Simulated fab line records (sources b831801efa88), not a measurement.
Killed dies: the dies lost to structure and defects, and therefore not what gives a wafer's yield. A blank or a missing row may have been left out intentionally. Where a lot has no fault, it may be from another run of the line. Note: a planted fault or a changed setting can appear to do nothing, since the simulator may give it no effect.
fab line records | flow sky130
record lots=7 wafers=21 lastDay=50
route steps=708 shown VIA3@575 PAD_OPEN@708
lots that met no fault: taken from a fault-free run of the same line
startH: hours from the record's opening day to when the first of the lot's shown wafers began | waitH: how many hours have passed since the lot's step before this one | " the same as in the row above | L1.1+2: a single row standing in for several wafers | - either no value or no given start | * or withheld: withheld | < > ~ a bound
route shown NAME@n: names a module that has steps shown in the file, with the first one's number in the route | usual: mean and standard deviation over wafers with no fault | same: alike in all rows | chamber/n: place in a boat | sites: per-site readings | _std_site: their standard deviation | _edge_site: inner sites' mean taken away from outer sites' mean | radiusMm: for every site, how far away it sits from the centre of the wafer | mask NAME#n: copy n | behind: the last tool/chamber to shape the wafer | hold: what put the lot on hold/how long, in hours/how the hold closed | device: which transistor (n, p or np) failed to switch | end of line: the route-end tests of the same wafers | a step without rows: its recipe alone | killed: the dies lost at the first sort to structure and to defects; this is not the yield of the wafer | map: per-die view of a wafer (x killed, . not killed, _ where there is no die)
set.NAME: the setting as run; set.NAME@STEP: as run at that earlier step | model.NAME: the simulator's own value behind a step, which no gauge read
a table for each step, a row for each wafer; lots at some steps of the route
services: when a tool's chamber went out of use (startH, in hours from the record's first day, below 0 if earlier), for how many hours, and the reason
## steps
# step SKY_VIA3_CMP_02
# recipe material=SiO2 downForcePsi=4 platenRpm=60 padVelocityMS=0.94248
# usual motorCurrentA=12.3/0.68
# columns lot.wafer tool chamber startH waitH motorCurrentA
L511.2 cmp-02 3 916.62 0.1 13.1
L511.4 " 0 " " 12.1
L511.3 " 1 " " 11.9
L515.2 cmp-02 3 941.99 0.1 13.2
L515.3 " 0 " " 11.4
L515.6 " 1 " " 12.1
L517.2 cmp-01 3 975.87 0.0 12.9
L517.1 " 0 " " 10.8
L517.5 " 3 " " 12.4
L527.1 cmp-01 0 1038.96 0.3 11.3
L527.2 " 1 " " 12.6
L527.4 " 2 " " 11.8
L528.4 cmp-01 3 1040.70 0.1 12.8
L528.1 " 1 " " 11.3
L528.6 " 2 " " 12.0
L530.2 cmp-01 2 1057.58 0.0 11.7
L530.3 " 0 " " 11.0
L530.5 " 3 " " 12.4
L532.3 cmp-02 0 1063.88 0.2 12.8
L532.5 " 1 " " 11.8
L532.6 " 2 " " 11.8
# step SKY_VIA3_BOW_MEAS_03
# recipe mode=bow
# usual VIA3_BOW=80/7.9
# columns lot.wafer tool chamber startH waitH VIA3_BOW[um]
L511.2 filmMetro-02 - 916.89 0.2 66
L511.3 " - " " 81
L511.4 " - " " 90
L515.2 filmMetro-01 - 942.21 0.2 79
L515.3 " - " " 79
L515.6 " - " " 73
L517.1 filmMetro-03 - 976.17 0.2 78
L517.2 " - " " 82
L517.5 " - " " 72
L527.1 filmMetro-03 - 1039.26 0.2 78
L527.2 " - " " 91
L527.4 " - " " 87
L528.1 filmMetro-02 - 1040.95 0.1 78
L528.4 " - " " 75
L528.6 " - " " 89
L530.2 filmMetro-02 - 1057.90 0.3 82
L530.3 " - " " 82
L530.5 " - " " 68
L532.3 filmMetro-03 - 1064.07 0.1 79
L532.5 " - " " 72
L532.6 " - " " 88
# step SKY_VIA3_DEHYDRATE_04
# recipe tempC=200 timeS=60
# step SKY_VIA3_HMDS_05
# recipe primeTimeS=60 primeTempC=120
# step SKY_VIA3_COAT_06
# recipe resist=BARC tempC=withheld timeS=withheld spinRpm=3000 resistThkNm=60
# step SKY_VIA3_COAT_07
# recipe resist=KrF-thick spinRpm=3000 resistThkNm=450
# step SKY_VIA3_SOFTBAKE_08
# recipe tempC=100 timeS=90 resist=KrF-thick
# step SKY_VIA3_EXPOSE_09
# recipe maskId=VIM3 na=0.8 sourceShape=annular sigmaInner=0.55 sigmaOuter=0.85 targetCdNm=200 doseMj=38
# step SKY_VIA3_PEB_10
# recipe pebTempC=withheld pebTimeS=withheld resist=KrF-thick
# step SKY_VIA3_DEVELOP_11
# recipe developTimeS=60 resist=KrF-thick devTempC=21
# step SKY_VIA3_CD_MEAS_12
# recipe targetCdNm=200
# usual cdNm=200.2/1.2
# columns lot.wafer tool chamber startH waitH cdNm
L511.2 cdSem-01 - 940.91 - 201.3
L511.3 " - " " 200.8
L511.4 " - " " 201.2
L515.2 cdSem-02 - 967.11 - 198.8
L515.3 " - " " 198.0
L515.6 " - " " 198.7
L517.1 cdSem-02 - 999.79 - 201.1
L517.2 " - " " 202.5
L517.5 " - " " 202.6
L527.1 cdSem-02 - 1060.82 - 199.5
L527.2 " - " " 198.7
L527.4 " - " " 200.4
L528.1 cdSem-02 - 1063.19 - 202.2
L528.4 " - " " 200.7
L528.6 " - " " 202.5
L530.2 cdSem-01 - 1078.87 - 200.3
L530.3 " - " " 201.5
L530.5 " - " " 201.2
L532.3 cdSem-01 - 1084.74 - 200.4
L532.5 " - " " 199.6
L532.6 " - " " 199.5
# step SKY_VIA3_OVL_MEAS_13
# usual VIA3_OVL=4/6
# columns lot.wafer tool chamber startH waitH VIA3_OVL[nm]
L511.2 overlay-01 - 941.02 0.1 -5
L511.3 " - " " -4
L511.4 " - " " 0
L515.2 overlay-02 - 967.22 0.1 16
L515.3 " - " " 5
L515.6 " - " " 9
L517.1 overlay-01 - 999.91 0.1 8
L517.2 " - " " -2
L517.5 " - " " -3
L527.1 overlay-01 - 1060.94 0.1 -1
L527.2 " - " " 7
L527.4 " - " " 2
L528.1 overlay-01 - 1063.31 0.1 10
L528.4 " - " " 6
L528.6 " - " " 1
L530.2 overlay-02 - 1078.98 0.1 -2
L530.3 " - " " -1
L530.5 " - " " 0
L532.3 overlay-02 - 1084.83 0.1 -1
L532.5 " - " " 3
L532.6 " - " " 5
# step SKY_VIA3_ETCH_14
# recipe chemistry=N2/H2 target=BARC ionEnergyEv=200 sourceW=500 biasW=100 pressureMtorr=30 n2FlowSccm=100 h2FlowSccm=200 stopOn=SiO2 timeS=45.9 targetDepthA=600
# usual biasW=100.0/0.32 drypumpMotorCurrentA=5.5/0.43 oesProductAu=0.855/0.0045 throttleValvePct=13.225/0.0087
# columns lot.wafer tool chamber startH waitH biasW drypumpMotorCurrentA oesProductAu rfHoursCounterH throttleValvePct
L511.2 rieDiel-01 2 941.05 0.0 100.3 5.4 0.860 18 13.222
L511.3 " 0 " " 99.8 5.2 0.847 24 13.217
L511.4 " 1 " " 100.5 5.0 0.858 2 13.233
L515.2 rieDiel-04 1 967.25 0.0 100.1 6.2 0.854 25 13.222
L515.3 " 2 " " 100.0 6.1 0.853 12 13.219
L515.6 " 3 " " 100.7 5.9 0.850 - 13.215
L517.1 rieDiel-04 2 999.95 0.0 99.4 6.1 0.857 13 13.231
L517.2 " 0 " " 100.0 5.5 0.859 20 13.236
L517.5 " 2 " " 100.0 6.1 0.852 - 13.211
L527.1 rieDiel-01 0 1060.98 0.0 94.3 5.1 0.856 3 13.239
L527.2 " 1 " " 93.8 5.0 0.852 6 13.217
L527.4 " 3 " " 95.4 5.7 0.854 13 13.213
L528.1 rieDiel-01 1 1063.35 0.0 94.4 5.0 0.845 6 13.227
L528.4 " 2 " " 94.7 5.4 0.841 22 13.231
L528.6 " 0 " " 94.5 5.1 0.856 - 13.228
L530.2 rieDiel-01 1 1079.01 0.0 93.9 5.0 0.859 7 13.215
L530.3 " 3 " " 94.4 5.7 0.852 13 13.225
L530.5 " 2 " " 94.3 5.4 0.851 - 13.230
L532.3 rieDiel-04 0 1084.86 0.0 100.1 5.6 0.855 23 13.230
L532.5 " 1 " " 99.5 6.2 0.860 - 13.219
L532.6 " 2 " " 99.8 6.1 0.854 - 13.230
# step SKY_VIA3_ETCH_15
# recipe target=SiO2 chemistry=C4F8/O2/Ar targetDepthNm=507 stopOn=TiN maskMaterial=KrF-thick sourceW=1500 biasW=1200 pressureMtorr=40 c4f8FlowSccm=withheld O2_flow_sccm=6 Ar_flow_sccm=300 timeS=78
# usual biasW=1199/3.4 oesProductAu=0.946/0.005
# columns lot.wafer tool chamber startH waitH biasW oesProductAu rfHoursCounterH
L511.2 rieDiel-01 2 941.09 0.0 1196 0.948 18
L511.3 " 0 " " 1202 0.938 24
L511.4 " 1 " " 1199 0.940 2
L515.2 rieDiel-04 1 967.29 0.0 1200 0.938 25
L515.3 " 2 " " 1206 0.948 12
L515.6 " 3 " " 1197 0.948 -
L517.1 rieDiel-04 2 999.99 0.0 1203 0.940 13
L517.2 " 0 " " 1201 0.939 20
L517.5 " 2 " " 1199 0.948 -
L527.1 rieDiel-01 0 1061.02 0.0 1205 0.940 3
L527.2 " 1 " " 1200 0.947 6
L527.4 " 3 " " 1197 0.944 13
L528.1 rieDiel-01 1 1063.39 0.0 1202 0.946 6
L528.4 " 2 " " 1199 0.949 22
L528.6 " 0 " " 1198 0.947 -
L530.2 rieDiel-01 1 1079.05 0.0 1201 0.954 7
L530.3 " 3 " " 1198 0.953 13
L530.5 " 2 " " 1195 0.950 -
L532.3 rieDiel-04 0 1084.90 0.0 1201 0.940 23
L532.5 " 1 " " 1203 0.937 -
L532.6 " 2 " " 1200 0.940 -
# step SKY_PAD_OPEN_PROBE_99
# usual defectLimitedYield=82.3/2 killed_at_M0_to_M3=45/7.5 killed_at_M4_up=3.2/1.8 killedAtContacts=24/4.9 killedAtFrontEnd=15/4.4 killedAtOther=0.3/0.54 killedDies=87/9.8 killedOpen=47/6.4 killedShort=40/6.5 sort_bin_3_pad_short=0.9/0.44 sort_bin_5_function=10.5/1.5 sort_bin_6_memory=6.3/1.2 sortNPass=405/9.8 sortYieldPct=82.3/2
# same grossDies=492 killedAtBackSide=0 sort_bin_4_leakage[%]=0 sort_bin_8_speed[%]=0
# columns lot.wafer tool chamber startH waitH defectLimitedYield[%] killed_at_M0_to_M3 killed_at_M4_up killedAtContacts killedAtFrontEnd killedAtOther killedDies killedOpen killedShort sort_bin_3_pad_short[%] sort_bin_5_function[%] sort_bin_6_memory[%] sortNPass sortYieldPct[%]
L511.2 prober-01 - 1088.15 0.1 81.5 48 4 20 18 1 91 49 42 1.4 11.6 5.5 401 81.5
L511.3 prober-01 - 1088.20 0.2 81.9 48 1 26 14 0 89 53 36 0.2 10.8 7.1 403 81.9
L511.4 prober-01 - 1088.25 0.2 83.1 41 3 19 20 0 83 46 36 0.2 10.4 6.3 409 83.1
L517.1 prober-01 - 1135.51 0.1 84.1 36 6 22 14 0 78 44 33 0 10.4 5.5 414 84.1
L517.2 prober-01 - 1135.56 0.1 82.5 44 6 26 10 0 86 50 33 1.0 8.9 7.5 406 82.5
L517.5 prober-01 - 1135.71 0.2 81.1 50 3 28 12 0 93 50 38 1.2 9.6 8.1 399 81.1
L528.1 prober-02 - 1187.20 0.1 81.5 51 1 25 14 0 91 45 45 1.2 12.2 5.1 401 81.5
L528.4 prober-02 - 1187.35 0.2 83.3 44 6 21 11 0 82 44 38 0.6 9.1 6.9 410 83.3
L528.6 prober-02 - 1187.45 0.2 86.4 25 2 30 10 0 67 41 26 0.4 7.7 5.5 425 86.4
L530.2 prober-01 - 1198.41 0.1 81.3 46 3 25 18 0 92 45 47 0.6 10.8 7.3 400 81.3
L530.3 prober-01 - 1198.46 0.2 84.1 40 4 26 8 0 78 36 42 1.2 9.1 5.5 414 84.1
L530.5 prober-01 - 1198.56 0.2 80.7 53 3 19 20 0 95 49 46 0.4 12.6 6.3 397 80.7
L532.3 prober-01 - 1203.06 0.2 86.0 38 1 20 10 0 69 37 30 0.6 9.3 4.1 423 86.0
L532.5 prober-01 - 1203.16 0.2 80.7 45 2 31 17 0 95 49 46 1.6 11.2 6.5 397 80.7
L532.6 prober-01 - 1203.21 0.2 83.7 38 1 31 10 0 80 46 34 0.2 11.8 4.3 412 83.7
# killed by level:class
L511.2 VIA3:geometricParticle:open=10 VIA1:geometricParticle:open=10 VIA1:geometricParticle:short=7 LI_CONTACT:geometricParticle:open=6 METAL1:geometricParticle:short=6 VIA2:geometricParticle:open=6 POLY_GATE:geometricParticle:short=5 CONTACT:geometricParticle:open=5
L511.3 VIA1:geometricParticle:open=11 CONTACT:geometricParticle:open=11 METAL1:geometricParticle:short=8 VIA2:geometricParticle:open=8 VIA3:geometricParticle:open=7 POLY_GATE:geometricParticle:open=5 CONTACT:geometricParticle:short=5 VIA1:geometricParticle:short=5
L511.4 VIA1:geometricParticle:open=12 VIA1:geometricParticle:short=10 CONTACT:geometricParticle:open=8 METAL2:geometricParticle:short=6 POLY_GATE:geometricParticle:open=5 LI_CONTACT:geometricParticle:open=5 POLY_GATE:geometricParticle:short=4 VIA3:geometricParticle:open=4
L517.1 VIA1:geometricParticle:open=8 FIELD_ISO:geometricParticle:short=7 VIA3:geometricParticle:open=7 LI_CONTACT:geometricParticle:open=7 CONTACT:geometricParticle:open=6 VIA2:geometricParticle:open=6 VIA1:geometricParticle:short=5 FIELD_ISO:geometricParticle:open=4
L517.2 VIA1:geometricParticle:open=10 LI_CONTACT:geometricParticle:open=9 VIA2:geometricParticle:open=8 CONTACT:geometricParticle:open=7 METAL2:geometricParticle:short=7 VIA3:geometricParticle:open=7 CONTACT:geometricParticle:short=5 POLY_GATE:geometricParticle:open=4
L517.5 CONTACT:geometricParticle:open=14 VIA1:geometricParticle:open=11 VIA2:geometricParticle:open=8 VIA3:geometricParticle:short=7 LI_CONTACT:geometricParticle:open=5 VIA3:geometricParticle:open=5 LI_CONTACT:geometricParticle:short=4 LOCAL_INTERCONNECT:geometricParticle:short=4
L528.1 VIA1:geometricParticle:open=14 CONTACT:geometricParticle:short=7 POLY_GATE:geometricParticle:short=6 VIA3:geometricParticle:open=6 METAL2:geometricParticle:short=6 METAL1:geometricParticle:short=5 CONTACT:geometricParticle:open=5 VIA3:geometricParticle:short=5
L528.4 VIA3:geometricParticle:open=10 VIA1:geometricParticle:open=8 METAL1:geometricParticle:short=8 CONTACT:geometricParticle:open=7 VIA2:geometricParticle:open=6 METAL4:geometricParticle:short=6 LI_CONTACT:geometricParticle:short=5 CONTACT:geometricParticle:short=5
L528.6 CONTACT:geometricParticle:open=9 LI_CONTACT:geometricParticle:open=9 VIA3:geometricParticle:open=6 CONTACT:geometricParticle:short=5 POLY_GATE:geometricParticle:open=4 LI_CONTACT:geometricParticle:short=4 METAL2:geometricParticle:short=4 VIA2:geometricParticle:open=4
L530.2 VIA1:geometricParticle:open=14 METAL2:geometricParticle:short=10 CONTACT:geometricParticle:open=7 LI_CONTACT:geometricParticle:open=6 LOCAL_INTERCONNECT:geometricParticle:short=6 METAL1:geometricParticle:short=6 FIELD_ISO:geometricParticle:open=5 FIELD_ISO:geometricParticle:short=4
L530.3 LI_CONTACT:geometricParticle:open=8 METAL1:geometricParticle:short=7 METAL2:geometricParticle:short=7 VIA1:geometricParticle:open=5 CONTACT:geometricParticle:short=5 CONTACT:geometricParticle:open=5 VIA2:geometricParticle:open=5 LI_CONTACT:geometricParticle:short=4
L530.5 FIELD_ISO:geometricParticle:short=11 VIA1:geometricParticle:open=11 METAL2:geometricParticle:short=8 VIA2:geometricParticle:open=8 VIA3:geometricParticle:open=6 LI_CONTACT:geometricParticle:open=6 CONTACT:geometricParticle:open=6 METAL1:geometricParticle:short=5
L532.3 VIA1:geometricParticle:open=13 CONTACT:geometricParticle:open=8 VIA2:geometricParticle:open=7 LOCAL_INTERCONNECT:geometricParticle:short=5 FIELD_ISO:geometricParticle:open=4 VIA2:geometricParticle:short=4 CONTACT:geometricParticle:short=4 VIA3:geometricParticle:short=4
L532.5 CONTACT:geometricParticle:open=12 VIA1:geometricParticle:open=11 FIELD_ISO:geometricParticle:open=7 VIA2:geometricParticle:open=6 LI_CONTACT:geometricParticle:short=5 LI_CONTACT:geometricParticle:open=5 LOCAL_INTERCONNECT:geometricParticle:short=5 VIA2:geometricParticle:short=5
L532.6 CONTACT:geometricParticle:open=13 VIA1:geometricParticle:open=9 METAL1:geometricParticle:short=8 VIA2:geometricParticle:open=8 LI_CONTACT:geometricParticle:open=7 LOCAL_INTERCONNECT:geometricParticle:short=4 LI_CONTACT:geometricParticle:short=3 METAL3:geometricParticle:short=3
## services
# columns tool chamber startH hours kind
rieDiel-04 - 903.56 0.3 repair
rieDiel-04 3 905.98 3.3 repair
cmp-02 - 912.26 4.0 pm
cmp-02 - 916.26 - consumableReplace:conditioner
cmp-02 - 916.26 - consumableReplace:pad
cmp-01 - 926.40 1.8 repair
rieDiel-01 0 948.33 - clean
rieDiel-01 0 948.33 - consumableReplace:showerhead
rieDiel-01 0 948.33 18.6 scheduledDown
rieDiel-01 0 948.33 18.6 ventCycle
cmp-01 - 951.83 0.8 repair
cmp-01 - 958.23 2.0 repair
cmp-01 - 984.10 5.1 pm
rieDiel-04 0 984.32 9.4 repair
rieDiel-04 3 1008.17 2.9 repair
rieDiel-01 - 1021.75 2.8 pm
cmp-02 - 1026.24 4.2 pm
rieDiel-04 1 1028.47 16.6 repair
rieDiel-04 0 1036.58 1.6 repair
rieDiel-01 2 1049.82 7.2 repair
cmp-02 - 1064.03 4.5 pm
## key
firstSign step=SKY_VIA3_ETCH_14 reading=biasW direction=down sigmas=17 usual=100.0 struck=94.4
effect none on later readings
metAt SKY_VIA3_ETCH_14
struckWafers L527.1,L527.2,L527.4,L528.1,L528.4,L528.6,L530.2,L530.3,L530.5
onsetBetween 941.05 1060.98
fault kind=processParameterDrift tool=rieDiel-01 chamber=- onsetH=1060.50 steps=SKY_VIA3_ETCH_14 channel=biasW offset=-5.8555 shape=step endH=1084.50 actsIn=theseRecipesOnly stated=100
